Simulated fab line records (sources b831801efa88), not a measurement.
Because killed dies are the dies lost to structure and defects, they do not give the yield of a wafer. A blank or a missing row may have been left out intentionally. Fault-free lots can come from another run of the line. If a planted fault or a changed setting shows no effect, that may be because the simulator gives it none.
Split-lot trial ; flow sfqLine ; route with 325 steps; 5 lots, 23 wafers read

ABOUT THE SPLIT
At SFQ_TRILAYER_M8_DEP_EVAP_197 (material Ti, target thk 20 nm, time 100 s), the setting timeS was moved away from the recipe's 100 s on 8 of the 23 wafers read, by -13.4% to +13.7%. This setting was run at the recipe's value on the other wafers.

The reading comes from the split's own step.

THE READING
Ti_of_TRILAYER_M8_DEP_EVAP_197.thkNm (the simulator's own value, which no gauge read), in nm, at SFQ_TRILAYER_M8_DEP_EVAP_197 (material Ti, target thk 20 nm, time 100 s). The file gives no usual value for it. Here, 15 wafers ran the recipe; their average is 20.10 nm with a standard deviation of 0.3 nm.

wafer;tool, chamber at the split;timeS as run, s;against the recipe;Ti_of_TRILAYER_M8_DEP_EVAP_197.thkNm, nm;against lot-mates on the recipe
L074.1;pvdSputter-02, -;100;recipe;20.07;-
L074.3;pvdSputter-02, -;100;recipe;20.12;-
L074.4;pvdSputter-02, -;100;recipe;19.91;-
L077.1;pvdSputter-01, -;100;recipe;19.82;-
L077.2;pvdSputter-01, -;94.61;-5.4%;18.95;-0.89
L077.3;pvdSputter-01, -;100;recipe;19.85;-
L077.5;pvdSputter-01, -;94.61;-5.4%;18.91;-0.93
L077.6;pvdSputter-01, -;94.61;-5.4%;18.94;-0.89
L079.1;pvdSputter-01, -;100;recipe;19.97;-
L079.2;pvdSputter-01, -;113.7;+13.7%;22.7;+2.84
L079.4;pvdSputter-01, -;113.7;+13.7%;22.65;+2.79
L079.5;pvdSputter-01, -;100;recipe;19.81;-
L079.6;pvdSputter-01, -;100;recipe;19.81;-
L080.1;pvdSputter-02, -;86.63;-13.4%;17.2;-2.68
L080.2;pvdSputter-02, -;86.63;-13.4%;17.26;-2.61
L080.4;pvdSputter-02, -;100;recipe;19.82;-
L080.5;pvdSputter-02, -;86.63;-13.4%;17.17;-2.70
L080.6;pvdSputter-02, -;100;recipe;19.93;-
L083.1;pvdSputter-01, -;100;recipe;20.1;-
L083.2;pvdSputter-01, -;100;recipe;20.58;-
L083.3;pvdSputter-01, -;100;recipe;20.69;-
L083.4;pvdSputter-01, -;100;recipe;20.4;-
L083.6;pvdSputter-01, -;100;recipe;20.55;-

THE FIT
A straight line over all 23 wafers: Ti_of_TRILAYER_M8_DEP_EVAP_197.thkNm changes by +0.204 nm for each +1% of timeS; r = +0.98; the points scatter about the line by 0.27 nm.
The same after taking each lot's own level away (the mean of its wafers on the recipe; 23 wafers): +0.2 nm for each +1%; r = +1.00; scatter 0.13 nm.
That fit puts the effect of the largest move of timeS on the reading at 2.7 nm.
From 19.835 to 20.464 nm: that is the span of the lots' own levels, equal to 2.1 times the standard deviation above.
The two slopes are in agreement: the lot-to-lot level therefore moves the slope only a little.
Check: with one of the wafers moved furthest among these (+13.7%) left out of the fit, the line predicts +2.74 nm for it against its lot-mates. It came out at +2.84 nm against them.

THE OTHER SPLITS THESE WAFERS WENT THROUGH
These wafers also went through other splits before the reading. Each is held against what the fit with the lots' levels taken away leaves over:
other split on the same wafers;wafers away from the commonest value;r with Ti_of_TRILAYER_M8_DEP_EVAP_197.thkNm (lot level and that fit taken away)
SFQ_TRILAYER_M6_LITHO_COAT_164 spinRpm;10;+0.03
SFQ_TRILAYER_I6_DEP_PECVD_165 timeS;7;-0.22
SFQ_TRILAYER_I6_VIA_LITHO_COAT_169 resistThkNm;8;+0.12
SFQ_TRILAYER_M7_DEP_SPUTTER_175 timeS;6;-0.21
SFQ_TRILAYER_I7_VIA_LITHO_PEB_190 pebTempC;9;+0.28

THE FILE'S OWN FIT
Ti_of_TRILAYER_M8_DEP_EVAP_197.thkNm changes by +0.2 nm for each +1% of timeS, r = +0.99.
